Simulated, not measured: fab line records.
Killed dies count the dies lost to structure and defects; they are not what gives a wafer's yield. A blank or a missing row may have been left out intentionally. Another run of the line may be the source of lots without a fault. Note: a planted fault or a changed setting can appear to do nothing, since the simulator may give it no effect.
A lot that was struck, set against a sound lot -- flow sky130 -- 15 out of 708 route steps
Sound: wafers L800.3, L800.4, L800.5. Wafers struck: L804.2, L804.3, L804.5. The cause is named last.
Per side, at each step with rows, come the tool, then ch with its chambers, and then its first start. Under that, the readings that differ: sound wafers -- struck wafers -- difference of the means -- sigmas: that difference in standard deviations of wafers without a fault.
alike: readings with means less than 2 such deviations apart, plus words and numbers identical on both sides. not compared: withheld readings, readings lacking a value on some wafer, bounds such as >300 that could conceal the same value, and numbers that have no deviation in the record and whose values overlap.
Wherever a step has rows on one side only, a row that says differs or no value, or a row with sigmas, the two part there. Numbers that don't overlap but have no deviation are shown without sigmas and don't part them. A reading that every wafer of one side lacks parts them only if that side has two wafers or more.

SKY_PASSIVATION_THK_MEAS_01:
  sound on film_metro-02, day 44 02:17; struck on film_metro-01, day 45 10:56
  alike: PASSIVATION_CVD_00_THK
SKY_PASSIVATION_CVD_02: deposits Si3N4, target thk 540 nm.
  sound on pecvd-04 ch 1,2, day 44 02:20; struck on pecvd-03 ch 1,2, day 45 10:59
  alike: heater_power_outer_w, heater_power_w
SKY_PASSIVATION_THK_MEAS_03:
  sound on film_metro-04, day 44 02:35; struck on film_metro-02, day 45 11:13
  alike: PASSIVATION_CVD_02_THK
then, 7 steps without rows for these wafers: SKY_PASSIVATION_DEHYDRATE_04 (time 60 s); SKY_PASSIVATION_HMDS_05 (prime time 60 s); SKY_PASSIVATION_COAT_06 (resist thk 3000 nm); SKY_PASSIVATION_SOFTBAKE_07; SKY_PASSIVATION_EXPOSE_08 (exposes mask NSM, target cd 3000 nm); SKY_PASSIVATION_PEB_09; SKY_PASSIVATION_DEVELOP_10 (develop time 60 s).
SKY_PASSIVATION_ETCH_11: etches the open film in CF4/O2, stops on AlCu, target depth 725 nm, time 161.1 s.
  sound on rie_diel-03 ch 0,2,3, day 45 00:09; struck on rie_diel-04 ch 0,1,3, day 46 08:14
  alike: chamber_pressure_mTorr, drypump_motor_current_A, oes_product_au, throttle_valve_pct
  not compared: rf_hours_counter_h
SKY_PASSIVATION_STRIP_12: strips in O2/N2.
  sound on plasma_asher-02 ch 0,1, day 45 00:17; struck on plasma_asher-04 ch 0,1, day 46 08:21
  alike: chamber_pressure_mTorr, drypump_motor_current_A, oes_product_au, strip_time_to_endpoint_s
  not compared: rf_hours_counter_h
SKY_PAD_OPEN_DEHYDRATE_00: time 60 s.
  sound on litho_track-04 ch 0, day 45 10:41; struck on litho_track-04 ch 0, day 46 17:10
reading,sound,struck,difference,sigmas
run_length_s (s),89.27 89.25 89.13,96.39 96.20 96.09,+7.01,+35
then, 1 step without rows for these wafers: SKY_PAD_OPEN_HMDS_01 (prime time 60 s).
SKY_PAD_OPEN_PROBE_99:
  the record has rows for the struck wafers here (prober-01, day 47 06:16) and none for the sound ones

## WHERE THEY PART
At SKY_PAD_OPEN_DEHYDRATE_00 first; at SKY_PAD_OPEN_PROBE_99 last (within this record only).

WHY: what had been put in by the simulator
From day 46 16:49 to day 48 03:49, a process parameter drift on litho_track-04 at SKY_PAD_OPEN_DEHYDRATE_00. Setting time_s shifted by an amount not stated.
